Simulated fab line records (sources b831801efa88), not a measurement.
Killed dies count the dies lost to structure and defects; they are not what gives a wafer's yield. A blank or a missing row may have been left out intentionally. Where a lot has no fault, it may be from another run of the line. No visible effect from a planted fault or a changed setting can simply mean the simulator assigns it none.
A lot that was struck, set against a sound lot | flow sky130 | 43 steps out of a route of 708
Sound: the wafers L616.2, L616.3, L616.6. Wafers L630.1, L630.4, L630.5 were the ones struck. The cause is given at the end.
For every step that has rows: the tool of each side, followed by ch and its chambers, followed by its first start. Under that, the readings that differ: sound wafers | struck wafers | difference of the means | sigmas: that difference in standard deviations of wafers without a fault.
alike: readings with means less than 2 such deviations apart, plus words and numbers identical on both sides. not compared: withheld readings, readings lacking a value on some wafer, bounds such as >300 that could conceal the same value, and numbers that have no deviation in the record and whose values overlap.
A row with sigmas, a row that says differs or no value, or rows on one side alone: a step with any of these is where the two part. Numbers that don't overlap but have no deviation are shown without sigmas and don't part them. Lack of a reading on every wafer of one side parts them only where that side has two or more wafers.

first, 1 step without rows for these wafers: SKY_POLY_GATE_CVD_00 (deposits poly-Si, target thk 180 nm, time 720 s).
SKY_POLY_GATE_THK_MEAS_01:
  sound on film_metro-01, day 15 03:10; struck on film_metro-01, day 19 22:35
  alike: POLY_GATE_CVD_00_THK
then, 8 steps without rows for these wafers: SKY_RES_PROTECT_DEHYDRATE_00 (time 60 s); SKY_RES_PROTECT_HMDS_01 (prime time 60 s); SKY_RES_PROTECT_COAT_02 (resist thk 1140 nm); SKY_RES_PROTECT_SOFTBAKE_03 (time 60 s); SKY_RES_PROTECT_EXPOSE_04 (exposes mask RPM, target cd 1270 nm); SKY_RES_PROTECT_PEB_05; SKY_RES_PROTECT_DEVELOP_06 (develop time 60 s); SKY_POLY_GATE_IMPLANT_02.
SKY_RES_PROTECT_STRIP_07: strips in O2/N2.
  sound on plasma_asher-03 ch 0,1, day 16 06:24; struck on plasma_asher-02 ch 0,1, day 21 06:24
  reading                      | sound             | struck            | difference | sigmas
  strip_time_to_endpoint_s (s) | 23.33 23.31 23.35 | 23.21 23.24 23.23 | -0.10      | -3
  alike: drypump_motor_current_A, oes_product_au
  not compared: rf_hours_counter_h
SKY_RES_PROTECT_TW_MEAS_08:
  sound on film_metro-02, day 16 06:31; struck on film_metro-02, day 21 06:30
  alike: POLY_GATE_TW
SKY_RES_PROTECT_CLEAN_09: cleans in SC1/SC2, time 150 s.
  sound on wet_bench-03 ch 0, day 16 06:34; struck on wet_bench-04 ch 1, day 21 06:34
then, 1 step without rows for these wafers: SKY_POLY_GATE_CVD_03 (deposits Si3N4 from DCS/NH3, target thk 75 nm, time 1290 s).
SKY_POLY_GATE_THK_MEAS_04:
  sound on film_metro-01, day 16 07:59; struck on film_metro-04, day 21 08:01
  alike: POLY_GATE_CVD_03_THK
then, 8 steps without rows for these wafers: SKY_POLY_GATE_DEHYDRATE_05 (time 60 s); SKY_POLY_GATE_HMDS_06 (prime time 60 s); SKY_POLY_GATE_COAT_07 (resist thk 110 nm); SKY_POLY_GATE_COAT_08 (resist thk 450 nm); SKY_POLY_GATE_SOFTBAKE_09 (time 90 s); SKY_POLY_GATE_EXPOSE_10 (exposes mask P1M, target cd 150 nm); SKY_POLY_GATE_PEB_11; SKY_POLY_GATE_DEVELOP_12 (develop time 60 s).
SKY_POLY_GATE_CD_MEAS_13: the cd target is 150 nm.
  sound on cd_sem-02, day 17 12:16; struck on cd_sem-01, day 22 15:31
  alike: cd_nm
SKY_POLY_GATE_OVL_MEAS_14:
  sound on overlay-02, day 17 12:23; struck on overlay-02, day 22 15:38
  alike: POLY_GATE_OVL
SKY_POLY_GATE_ETCH_15: etches BARC in N2/H2, stops on SiO2, time 118.5 s, target depth 110 nm.
  sound on rie_diel-02 ch 0,1, day 17 12:25; struck on rie_diel-04 ch 0,2, day 22 15:40
  alike: drypump_motor_current_A, oes_product_au, throttle_valve_pct
  not compared: rf_hours_counter_h
SKY_POLY_GATE_ETCH_16: etches Si3N4 in CH3F/O2, stops on poly-Si, time 147.5 s, target depth 75 nm.
  sound on rie_diel-02 ch 0,1, day 17 12:29; struck on rie_diel-04 ch 0,2, day 22 15:45
  alike: drypump_motor_current_A, oes_product_au, throttle_valve_pct
  not compared: rf_hours_counter_h
SKY_POLY_GATE_ETCH_17: etches poly-Si in HBr/Cl2, stops on SiO2, target depth 180 nm, time 70.5 s.
  sound on rie_si-02 ch 0,1,2, day 17 12:35; struck on rie_si-02 ch 0,1, day 22 15:51
  alike: drypump_motor_current_A, oes_product_au, throttle_valve_pct
  not compared: rf_hours_counter_h
SKY_POLY_GATE_STRIP_18: strips in O2/N2.
  sound on plasma_asher-03 ch 1, day 17 12:38; struck on plasma_asher-03 ch 0,1, day 22 15:54
  alike: drypump_motor_current_A, oes_product_au, strip_time_to_endpoint_s
  not compared: rf_hours_counter_h
then, 2 steps without rows for these wafers: SKY_POLY_GATE_CLEAN_19 (cleans in SC1/SC2, time 150 s); SKY_POLY_GATE_OXIDATION_20 (stabilise 600 s, purge 300 s, target thk 4 nm).
SKY_POLY_GATE_THK_MEAS_21:
  sound on film_metro-04, day 17 15:10; struck on film_metro-03, day 22 17:18
  alike: POLY_GATE_OXIDATION_THK
SKY_POLY_GATE_CD_MEAS_22:
  sound on cd_sem-01, day 17 15:15; struck on cd_sem-01, day 22 17:22
  alike: cd_nm
then, 7 steps without rows for these wafers: SKY_LDD_N_DEHYDRATE_00 (time 60 s); SKY_LDD_N_HMDS_01 (prime time 60 s); SKY_LDD_N_COAT_02 (resist thk 300 nm); SKY_LDD_N_SOFTBAKE_03 (time 60 s); SKY_LDD_N_EXPOSE_04 (exposes mask NTM, target cd 840 nm); SKY_LDD_N_PEB_05; SKY_LDD_N_DEVELOP_06 (develop time 60 s).
SKY_LDD_N_OVL_MEAS_07:
  sound on overlay-01, day 18 21:31; struck on overlay-02, day 23 23:25
  alike: LDD_N_OVL
following that, these wafers have no rows for 1 step: SKY_LDD_N_IMPLANT_08.
-- here the record skips 26 days between the struck wafers' starts before and after, leaving off in module LDD_N and picking up in module PAD_OPEN (first step shown: number 708 of the route) --
SKY_PAD_OPEN_PROBE_99:
  only the struck wafers here have rows in the record (prober-02, day 50 01:05); the sound ones have none

== WHERE THEY PART ==
First at SKY_RES_PROTECT_STRIP_07; last, within this record, at SKY_PAD_OPEN_PROBE_99.

WHY: what had been put in by the simulator
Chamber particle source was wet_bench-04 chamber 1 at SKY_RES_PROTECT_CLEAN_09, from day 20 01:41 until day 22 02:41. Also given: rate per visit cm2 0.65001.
